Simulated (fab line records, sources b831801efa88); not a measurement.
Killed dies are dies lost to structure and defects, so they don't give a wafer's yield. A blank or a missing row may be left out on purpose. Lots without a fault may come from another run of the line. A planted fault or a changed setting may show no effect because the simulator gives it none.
Which tool did it? | flow sky130 | 24 lots, 72 wafers sampled, at 6 steps of a route of 708

WHAT THE GAUGES READ, wafer by wafer
SKY_CONTACT_RS_MEAS_25: measures by four-point-probe. Usual: CONTACT_W_RS 0.335 ohm/sq, standard deviation 0.0083.
lot  | measured     | on            | CONTACT_W_RS (ohm/sq) | flag
L074 | day 31 15:26 | film_metro-04 | 0.325 0.341 0.345     |
L075 | day 31 18:56 | film_metro-03 | 0.339 0.343 0.342     |
L076 | day 32 06:37 | film_metro-02 | 0.340 0.343 0.319     |
L077 | day 32 16:39 | film_metro-03 | 0.337 0.336 0.342     |
L078 | day 33 08:51 | film_metro-03 | 0.343 0.325 0.345     |
L080 | day 33 09:26 | film_metro-02 | 0.337 0.332 0.335     |
L079 | day 33 10:47 | film_metro-03 | 0.352 0.331 0.347     |
L081 | day 34 10:30 | film_metro-02 | 0.325 0.339 0.344     |
L082 | day 34 22:58 | film_metro-02 | 0.338 0.335 0.333     |
L083 | day 34 23:50 | film_metro-03 | 0.343 0.330 0.344     |
L084 | day 35 07:40 | film_metro-02 | 0.341 0.322 0.322     |
L085 | day 35 15:27 | film_metro-03 | 0.328 0.347 0.344     |
L086 | day 35 16:13 | film_metro-03 | 0.336 0.339 0.337     |
L087 | day 35 22:11 | film_metro-03 | 0.341 0.321 0.340     |
L088 | day 36 10:57 | film_metro-04 | 0.344 0.327 0.344     |
L089 | day 37 00:38 | film_metro-03 | 0.328 0.346 0.348     |
L091 | day 37 15:58 | film_metro-04 | 0.338 0.339 0.340     |
L090 | day 37 18:13 | film_metro-02 | 0.347 0.325 0.339     |
L092 | day 37 19:02 | film_metro-02 | 0.343 0.325 0.346     |
L093 | day 37 20:37 | film_metro-04 | 0.331 0.333 0.332     |
L094 | day 38 00:50 | film_metro-04 | 0.323 0.337 0.336     |
L095 | day 38 16:04 | film_metro-03 | 0.342 0.340 0.341     |
L096 | day 38 17:08 | film_metro-04 | 0.323 0.342 0.337     |
L097 | day 38 23:03 | film_metro-03 | 0.328 0.348 0.348     |

SKY_VIA2_THK_MEAS_23: measures by xrf. Usual: VIA2_W_THK 429 nm, standard deviation 9.1.
lot  | measured     | on            | VIA2_W_THK (nm) | flag
L074 | day 36 08:52 | film_metro-03 | 425 447 427     |
L075 | day 36 14:11 | film_metro-03 | 421 422 425     |
L076 | day 37 00:08 | film_metro-04 | 431 432 434     |
L077 | day 37 10:02 | film_metro-02 | 422 426 423     |
L078 | day 37 23:04 | film_metro-02 | 434 432 443     |
L080 | day 38 00:34 | film_metro-02 | 426 431 428     |
L079 | day 38 01:17 | film_metro-02 | 428 428 428     |
L081 | day 39 01:07 | film_metro-02 | 424 444 434     |
L082 | day 39 11:16 | film_metro-04 | 417 421 413     |
L083 | day 39 13:40 | film_metro-02 | 428 418 427     |
L084 | day 39 21:19 | film_metro-03 | 428 437 444     |
L085 | day 40 04:33 | film_metro-04 | 417 432 430     |
L086 | day 40 05:27 | film_metro-02 | 427 425 427     |
L087 | day 40 11:16 | film_metro-02 | 429 434 431     |
L088 | day 40 22:56 | film_metro-04 | 421 416 418     |
L089 | day 41 12:00 | film_metro-02 | 426 422 423     |
L091 | day 42 03:08 | film_metro-02 | 426 437 427     |
L090 | day 42 04:42 | film_metro-04 | 426 436 416     |
L092 | day 42 05:19 | film_metro-04 | 431 416 431     |
L093 | day 42 08:16 | film_metro-02 | 428 423 428     |
L094 | day 42 11:10 | film_metro-03 | 425 445 430     |
L095 | day 43 01:44 | film_metro-02 | 434 454 447     |
L096 | day 43 01:37 | film_metro-04 | 438 416 430     |
L097 | day 43 08:31 | film_metro-03 | 418 420 421     |

SKY_METAL3_CD_MEAS_13: target cd 300 nm. Usual: cd_nm 300.2 nm, standard deviation 1.4.
lot  | measured     | on        | cd_nm (nm)        | flag
L074 | day 38 14:02 | cd_sem-02 | 300.5 299.8 300.7 |
L075 | day 38 19:41 | cd_sem-01 | 297.2 298.7 297.5 |
L076 | day 39 03:14 | cd_sem-01 | 301.1 302.5 303.7 |
L077 | day 39 12:55 | cd_sem-02 | 299.6 300.7 300.9 |
L078 | day 40 02:57 | cd_sem-01 | 301.7 300.0 300.0 |
L080 | day 40 04:31 | cd_sem-01 | 300.8 300.7 299.9 |
L079 | day 40 05:10 | cd_sem-01 | 300.7 300.7 301.9 |
L081 | day 41 04:47 | cd_sem-02 | 300.1 301.0 300.7 |
L082 | day 41 14:23 | cd_sem-02 | 300.9 300.6 299.9 |
L083 | day 41 16:01 | cd_sem-01 | 300.1 300.1 299.6 |
L084 | day 41 21:57 | cd_sem-02 | 299.2 298.4 299.6 |
L085 | day 42 06:03 | cd_sem-02 | 299.3 301.7 301.5 |
L086 | day 42 07:50 | cd_sem-02 | 298.8 298.6 299.8 |
L087 | day 42 13:16 | cd_sem-02 | 299.0 300.9 299.0 |
L088 | day 43 00:47 | cd_sem-02 | 300.2 299.1 300.4 |
L089 | day 43 12:04 | cd_sem-01 | 298.4 302.0 299.2 |
L091 | day 44 02:43 | cd_sem-02 | 298.6 299.3 299.9 |
L090 | day 44 04:05 | cd_sem-01 | 300.5 300.1 301.2 |
L092 | day 44 05:14 | cd_sem-02 | 302.6 301.8 302.5 |
L093 | day 44 07:10 | cd_sem-02 | 301.6 301.1 302.0 |
L094 | day 44 09:19 | cd_sem-02 | 300.5 301.4 301.2 |
L095 | day 45 00:15 | cd_sem-02 | 298.4 300.0 298.6 |
L096 | day 44 23:15 | cd_sem-01 | 300.5 297.9 302.1 |
L097 | day 45 06:07 | cd_sem-01 | 298.1 298.1 297.1 |

WHICH TOOL RAN EACH LOT (tool, then ch and the chambers of the sampled wafers, then the start)
lot  | SKY_METAL2_ETCH_18                | SKY_VIA2_CVD_21               | SKY_METAL3_SPUTTER_02
L074 | rie_metal-03 ch 0,1, day 35 04:07 | cvd_w-02 ch 0,1, day 36 08:39 | pvd_sputter-04, day 36 09:16
L075 | rie_metal-03 ch 0,1, day 35 09:08 | cvd_w-01 ch 1, day 36 13:56   | pvd_sputter-02, day 36 14:35
L076 | rie_metal-01 ch 0,1, day 35 19:54 | cvd_w-01 ch 0,1, day 36 23:53 | pvd_sputter-01, day 37 00:33
L077 | rie_metal-03 ch 1, day 36 05:29   | cvd_w-01 ch 0,1, day 37 09:46 | pvd_sputter-01, day 37 10:26
L078 | rie_metal-01 ch 0,1, day 36 19:10 | cvd_w-02 ch 0,1, day 37 22:49 | pvd_sputter-02, day 37 23:29
L080 | rie_metal-02 ch 0,1, day 36 20:56 | cvd_w-01 ch 0, day 38 00:19   | pvd_sputter-01, day 38 00:58
L079 | rie_metal-03 ch 0,1, day 36 21:38 | cvd_w-01 ch 0,1, day 38 01:02 | pvd_sputter-02, day 38 01:42
L081 | rie_metal-02 ch 0,1, day 37 21:44 | cvd_w-02 ch 0,1, day 39 00:52 | pvd_sputter-01, day 39 01:31
L082 | rie_metal-01 ch 0,1, day 38 08:10 | cvd_w-02 ch 0,1, day 39 11:02 | pvd_sputter-01, day 39 11:39
L083 | rie_metal-03 ch 0,1, day 38 09:56 | cvd_w-01 ch 0,1, day 39 13:25 | pvd_sputter-04, day 39 14:04
L084 | rie_metal-03 ch 0, day 38 17:43   | cvd_w-02 ch 0,1, day 39 21:04 | pvd_sputter-04, day 39 21:43
L085 | rie_metal-01 ch 0,1, day 39 00:56 | cvd_w-02 ch 0,1, day 40 04:18 | pvd_sputter-01, day 40 04:58
L086 | rie_metal-03 ch 0,1, day 39 01:06 | cvd_w-01 ch 0,1, day 40 05:13 | pvd_sputter-01, day 40 05:49
L087 | rie_metal-03 ch 0,1, day 39 07:41 | cvd_w-01 ch 0,1, day 40 11:00 | pvd_sputter-04, day 40 11:40
L088 | rie_metal-02 ch 0,1, day 39 19:35 | cvd_w-01 ch 0,1, day 40 22:42 | pvd_sputter-01, day 40 23:19
L089 | rie_metal-03 ch 0,1, day 40 08:17 | cvd_w-02 ch 0, day 41 11:44   | pvd_sputter-02, day 41 12:24
L091 | rie_metal-01 ch 0,1, day 40 23:20 | cvd_w-02 ch 0,1, day 42 02:53 | pvd_sputter-04, day 42 03:38
L090 | rie_metal-01 ch 0,1, day 41 01:22 | cvd_w-02 ch 0,1, day 42 04:26 | pvd_sputter-02, day 42 05:06
L092 | rie_metal-02 ch 0,1, day 41 02:05 | cvd_w-02 ch 0,1, day 42 05:06 | pvd_sputter-04, day 42 05:43
L093 | rie_metal-01 ch 1, day 41 04:17   | cvd_w-01 ch 0,1, day 42 08:01 | pvd_sputter-04, day 42 08:40
L094 | rie_metal-02 ch 0,1, day 41 08:23 | cvd_w-02 ch 0,1, day 42 10:57 | pvd_sputter-02, day 42 11:34
L095 | rie_metal-02 ch 0,1, day 41 22:55 | cvd_w-02 ch 0,1, day 43 01:29 | pvd_sputter-01, day 43 02:09
L096 | rie_metal-01 ch 0,1, day 41 23:23 | cvd_w-02 ch 0,1, day 43 01:22 | pvd_sputter-04, day 43 02:01
L097 | rie_metal-03 ch 0,1, day 42 06:35 | cvd_w-01 ch 0,1, day 43 08:16 | pvd_sputter-02, day 43 08:56
- SKY_METAL2_ETCH_18: etches BARC in N2/H2, stops on SiO2, time 45.9 s, target depth 60 nm.
- SKY_VIA2_CVD_21: deposits W, target thk 420 nm, time 126.4 s.
- SKY_METAL3_SPUTTER_02: material AlCu, target thk 735 nm, time 39.1 s.

WHAT THE TOOLS THEMSELVES READ (means of the sampled wafers that have a number; where no wafer has one, the mark that the record gives instead)
SKY_METAL2_ETCH_18. Usual: drypump_motor_current_A 5.7 A, standard deviation 0.47; oes_product_au 0.854 a.u., standard deviation 0.0053; throttle_valve_pct 13.225 %, standard deviation 0.0096.
lot  | tool         | drypump_motor_current_A (A) | oes_product_au (a.u.) | throttle_valve_pct (%) | flag
L074 | rie_metal-03 | 5.7                         | 0.853                 | 13.231                 |
L075 | rie_metal-03 | 5.6                         | 0.855                 | 13.220                 |
L076 | rie_metal-01 | 5.9                         | 0.853                 | 13.224                 |
L077 | rie_metal-03 | 5.5                         | 0.852                 | 13.217                 |
L078 | rie_metal-01 | 5.8                         | 0.851                 | 13.222                 |
L080 | rie_metal-02 | 6.1                         | 0.860                 | 13.219                 |
L079 | rie_metal-03 | 5.6                         | 0.851                 | 13.218                 |
L081 | rie_metal-02 | 6.1                         | 0.856                 | 13.230                 |
L082 | rie_metal-01 | 5.5                         | 0.859                 | 13.221                 |
L083 | rie_metal-03 | 5.7                         | 0.851                 | 13.232                 |
L084 | rie_metal-03 | 5.8                         | 0.855                 | 13.224                 |
L085 | rie_metal-01 | 5.5                         | 0.859                 | 13.233                 |
L086 | rie_metal-03 | 5.7                         | 0.855                 | 13.222                 |
L087 | rie_metal-03 | 5.6                         | 0.856                 | 13.217                 |
L088 | rie_metal-02 | 5.8                         | 0.855                 | 13.229                 |
L089 | rie_metal-03 | 5.6                         | 0.857                 | 13.224                 |
L091 | rie_metal-01 | 5.5                         | 0.856                 | 13.225                 |
L090 | rie_metal-01 | 5.9                         | 0.856                 | 13.226                 |
L092 | rie_metal-02 | 6.1                         | 0.859                 | 13.228                 |
L093 | rie_metal-01 | 6.3                         | 0.849                 | 13.230                 |
L094 | rie_metal-02 | 5.8                         | 0.849                 | 13.230                 |
L095 | rie_metal-02 | 6.1                         | 0.857                 | 13.219                 |
L096 | rie_metal-01 | 5.9                         | 0.852                 | 13.229                 |
L097 | rie_metal-03 | 5.7                         | 0.858                 | 13.231                 |

SKY_VIA2_CVD_21. Usual: chamber_pressure_Torr 39.99 Torr, standard deviation 0.086; heater_power_w 923 W, standard deviation 82.
lot  | tool     | chamber_pressure_Torr (Torr) | heater_power_w (W) | flag
L074 | cvd_w-02 | 39.95                        | 974                |
L075 | cvd_w-01 | 40.07                        | 924                |
L076 | cvd_w-01 | 40.01                        | 863                |
L077 | cvd_w-01 | 40.03                        | 858                |
L078 | cvd_w-02 | 40.00                        | 973                |
L080 | cvd_w-01 | 39.98                        | 826                |
L079 | cvd_w-01 | 39.99                        | 857                |
L081 | cvd_w-02 | 40.02                        | 970                |
L082 | cvd_w-02 | 40.00                        | 982                |
L083 | cvd_w-01 | 40.07                        | 826                |
L084 | cvd_w-02 | 39.92                        | 954                |
L085 | cvd_w-02 | 40.02                        | 957                |
L086 | cvd_w-01 | 39.99                        | 827                |
L087 | cvd_w-01 | 40.01                        | 901                |
L088 | cvd_w-01 | 40.02                        | 842                |
L089 | cvd_w-02 | 39.87                        | 1000               |
L091 | cvd_w-02 | 39.97                        | 982                |
L090 | cvd_w-02 | 40.01                        | 963                |
L092 | cvd_w-02 | 39.99                        | 964                |
L093 | cvd_w-01 | 39.97                        | 821                |
L094 | cvd_w-02 | 40.02                        | 980                |
L095 | cvd_w-02 | 39.98                        | 947                |
L096 | cvd_w-02 | 40.07                        | 957                |
L097 | cvd_w-01 | 39.97                        | 909                |

SKY_METAL3_SPUTTER_02. Usual: throttle_valve_pct 30.1 %, standard deviation 1.3.
lot  | tool           | throttle_valve_pct (%) | flag
L074 | pvd_sputter-04 | 28.5                   |
L075 | pvd_sputter-02 | 30.3                   |
L076 | pvd_sputter-01 | 30.2                   |
L077 | pvd_sputter-01 | 31.0                   |
L078 | pvd_sputter-02 | 31.4                   |
L080 | pvd_sputter-01 | 30.8                   |
L079 | pvd_sputter-02 | 30.3                   |
L081 | pvd_sputter-01 | 30.2                   |
L082 | pvd_sputter-01 | 30.2                   |
L083 | pvd_sputter-04 | 28.6                   |
L084 | pvd_sputter-04 | 30.1                   |
L085 | pvd_sputter-01 | 30.3                   |
L086 | pvd_sputter-01 | 30.8                   |
L087 | pvd_sputter-04 | 30.2                   |
L088 | pvd_sputter-01 | 30.3                   |
L089 | pvd_sputter-02 | 31.4                   |
L091 | pvd_sputter-04 | 30.1                   |
L090 | pvd_sputter-02 | 31.0                   |
L092 | pvd_sputter-04 | 28.1                   |
L093 | pvd_sputter-04 | 31.3                   |
L094 | pvd_sputter-02 | 30.6                   |
L095 | pvd_sputter-01 | 30.8                   |
L096 | pvd_sputter-04 | 27.8                   |
L097 | pvd_sputter-02 | 30.6                   |

THE ANSWER, worked out from the rows above alone
Rule: a lot is off if the mean of its wafers that have a number lies more than 3 standard deviations from the usual mean. A lot without any number at a reading at which 4 lots or more have one is off too. The other lots that the step has rows for count as sound. The gauges are gone through in route order, then the tools' own readings, and for those a lot's mean is taken as printed above. The first step at which some lot is off is used, and at that step the reading that is off furthest; a lot without a number counts as furthest.
No lot is off at any reading shown: from this, nothing can be told.

WHAT THE SIMULATOR HAD PUT IN
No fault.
